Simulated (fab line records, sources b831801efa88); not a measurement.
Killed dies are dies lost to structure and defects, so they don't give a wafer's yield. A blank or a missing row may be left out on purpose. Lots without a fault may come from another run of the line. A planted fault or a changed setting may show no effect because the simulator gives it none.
Which tool did it? | flow gf180mcu | 12 lots, 36 wafers sampled, at 5 steps of a route of 602

WHAT THE GAUGES READ, wafer by wafer
GF_LVPWELL_TW_MEAS_11.
lot  | measured    | on            | LVPWELL_TW
L981 | day 3 19:55 | film_metro-02 | 561 561 562
L983 | day 4 09:50 | film_metro-01 | 556 556 558
L984 | day 4 14:44 | film_metro-03 | 557 557 556
L988 | day 5 13:47 | film_metro-03 | 560 565 560
L990 | day 5 22:29 | film_metro-01 | 558 554 553
L991 | day 6 06:05 | film_metro-01 | 552 553 551
L993 | day 6 15:35 | film_metro-02 | 560 564 563
L995 | day 7 04:06 | film_metro-01 | 533 531 532
L996 | day 7 08:51 | film_metro-01 | 528 528 528
L102 | day 8 18:47 | film_metro-01 | 556 555 554
L103 | day 9 03:22 | film_metro-01 | 558 556 553
L104 | day 9 05:20 | film_metro-02 | 557 554 559

GF_VT_IMPLANT_RS_MEAS_48: measures by four-point-probe.
lot  | measured     | on            | LVPWELL_RS (ohm/sq)
L981 | day 7 12:29  | film_metro-01 | 1202 1199 1198
L983 | day 8 05:21  | film_metro-03 | 1195 1195 1194
L984 | day 8 10:44  | film_metro-03 | 1198 1194 1196
L988 | day 9 13:12  | film_metro-03 | 1193 1192 1193
L990 | day 10 01:11 | film_metro-01 | 1194 1194 1192
L991 | day 10 10:09 | film_metro-03 | 1189 1189 1193
L993 | day 10 21:03 | film_metro-01 | 1194 1191 1190
L995 | day 11 11:08 | film_metro-02 | 1364 1356 1358
L996 | day 11 16:47 | film_metro-02 | 1362 1362 1363
L102 | day 13 12:16 | film_metro-01 | 1195 1194 1199
L103 | day 13 22:04 | film_metro-02 | 1197 1193 1195
L104 | day 13 23:17 | film_metro-01 | 1193 1189 1192

GF_M1_CD_MEAS_14: target cd 230 nm.
lot  | measured     | on        | cd_nm (nm)
L981 | day 17 02:48 | cd_sem-02 | 230.2 229.7 229.6
L983 | day 17 23:07 | cd_sem-01 | 230.3 230.4 230.6
L984 | day 18 07:07 | cd_sem-01 | 229.4 230.7 232.4
L988 | day 20 05:35 | cd_sem-02 | 231.5 229.5 228.9
L990 | day 20 16:11 | cd_sem-02 | 229.8 229.5 229.1
L991 | day 21 05:07 | cd_sem-01 | 231.1 230.4 230.0
L993 | day 21 19:01 | cd_sem-02 | 230.6 230.2 229.9
L995 | day 22 12:01 | cd_sem-01 | 229.2 229.6 229.4
L996 | day 22 15:42 | cd_sem-01 | 227.9 227.7 227.7
L102 | day 24 16:19 | cd_sem-01 | 228.2 229.0 230.3
L103 | day 24 23:49 | cd_sem-01 | 229.8 231.1 230.9
L104 | day 25 06:03 | cd_sem-01 | 230.1 229.1 229.2

WHICH TOOL RAN EACH LOT (tool, then ch and the chambers of the sampled wafers, then the start)
lot  | GF_LVPWELL_IMPLANT_09          | GF_CONTACT_CVD_24
L981 | implanter-02 ch 0, day 3 19:41 | cvd_w-01 ch 0,1, day 16 04:19
L983 | implanter-01 ch 0, day 4 09:37 | cvd_w-02 ch 0,1, day 16 22:49
L984 | implanter-04 ch 0, day 4 14:30 | cvd_w-01 ch 0,1, day 17 07:17
L988 | implanter-02 ch 0, day 5 13:33 | cvd_w-01 ch 0,1, day 19 04:10
L990 | implanter-04 ch 0, day 5 22:14 | cvd_w-02 ch 0,1, day 19 15:08
L991 | implanter-04 ch 0, day 6 05:50 | cvd_w-02 ch 1, day 20 03:46
L993 | implanter-01 ch 0, day 6 15:22 | cvd_w-02 ch 1, day 20 18:20
L995 | implanter-04 ch 0, day 7 03:51 | cvd_w-01 ch 0,1, day 21 11:25
L996 | implanter-04 ch 0, day 7 08:38 | cvd_w-02 ch 0,1, day 21 15:00
L102 | implanter-01 ch 0, day 8 18:33 | cvd_w-01 ch 1, day 23 16:56
L103 | implanter-02 ch 0, day 9 03:08 | cvd_w-01 ch 0,1, day 24 00:35
L104 | implanter-01 ch 0, day 9 05:05 | cvd_w-02 ch 1, day 24 07:02
- GF_LVPWELL_IMPLANT_09
- GF_CONTACT_CVD_24: deposits W, target thk 300 nm, time 90.339 s.

WHAT THE TOOLS THEMSELVES READ (means of the sampled wafers that have a number; where no wafer has one, the mark that the record gives instead)
GF_LVPWELL_IMPLANT_09.
lot  | tool         | beam_energy_keV | dose_ions_cm2 | faraday_current_uA
L981 | implanter-02 | 58.346          | 5e+12         | 28.4
L983 | implanter-01 | 58.367          | 5e+12         | 28.3
L984 | implanter-04 | 58.362          | 5e+12         | 28.2
L988 | implanter-02 | 58.362          | 5e+12         | 27.9
L990 | implanter-04 | 58.349          | 5e+12         | 28.5
L991 | implanter-04 | 58.344          | 5e+12         | 28.2
L993 | implanter-01 | 58.367          | 5e+12         | 28.0
L995 | implanter-04 | 58.361          | 2e+12         | 11.5
L996 | implanter-04 | 58.338          | 2e+12         | 11.5
L102 | implanter-01 | 58.362          | 5e+12         | 28.7
L103 | implanter-02 | 58.376          | 5e+12         | 28.6
L104 | implanter-01 | 58.352          | 5e+12         | 28.3

GF_CONTACT_CVD_24.
lot  | tool     | heater_power_w (W)
L981 | cvd_w-01 | 888
L983 | cvd_w-02 | 810
L984 | cvd_w-01 | 831
L988 | cvd_w-01 | 850
L990 | cvd_w-02 | 756
L991 | cvd_w-02 | 776
L993 | cvd_w-02 | 762
L995 | cvd_w-01 | 851
L996 | cvd_w-02 | 761
L102 | cvd_w-01 | 917
L103 | cvd_w-01 | 851
L104 | cvd_w-02 | 765

THE ANSWER, worked out from the rows above alone
Rule: what is usual is taken from the lots themselves. Put in order of their means at a reading, lots are off if they are a third of the lots or fewer, leave a main group of 4 or more, and stand apart from it by a gap of 3 or more times the standard deviation of the main group's means; of several such gaps the widest counts. A main group whose means are all the same, to the digits that the tables above print for the reading, isn't used. A lot without any number at a reading at which 4 lots or more have one is off too. The other lots that the step has rows for count as sound. The gauges are gone through in route order, then the tools' own readings, and for those a lot's mean is taken as printed above. The first step at which some lot is off is used, and at that step the reading that is off furthest; a lot without a number counts as furthest.
Off: L995, L996, at GF_LVPWELL_TW_MEAS_11 (LVPWELL_TW). The main group: mean 557, standard deviation 3.2.
A tool fits if, at a process step before that reading, it ran every lot that is off, and no sound lot after the first of them. The gauges at GF_LVPWELL_TW_MEAS_11 aren't tried: what is off there is off at GF_VT_IMPLANT_RS_MEAS_48 too, on other tools, and a gauge's error can't cause that. One fits: implanter-04 at GF_LVPWELL_IMPLANT_09. Its last sound lot is L991 (day 6 05:50), its first lot that is off L995 (day 7 03:51): a fault that began between those two fits.
The tool's own readings at GF_LVPWELL_IMPLANT_09 bear it out: on the lots that are off they differ by more than 5 times the standard deviation of the sound lots' means. dose_ions_cm2 reads 2e+12 there against 5e+12 on the sound lots; faraday_current_uA reads 11.5 there against 28.3 on the sound lots.

WHAT THE SIMULATOR HAD PUT IN
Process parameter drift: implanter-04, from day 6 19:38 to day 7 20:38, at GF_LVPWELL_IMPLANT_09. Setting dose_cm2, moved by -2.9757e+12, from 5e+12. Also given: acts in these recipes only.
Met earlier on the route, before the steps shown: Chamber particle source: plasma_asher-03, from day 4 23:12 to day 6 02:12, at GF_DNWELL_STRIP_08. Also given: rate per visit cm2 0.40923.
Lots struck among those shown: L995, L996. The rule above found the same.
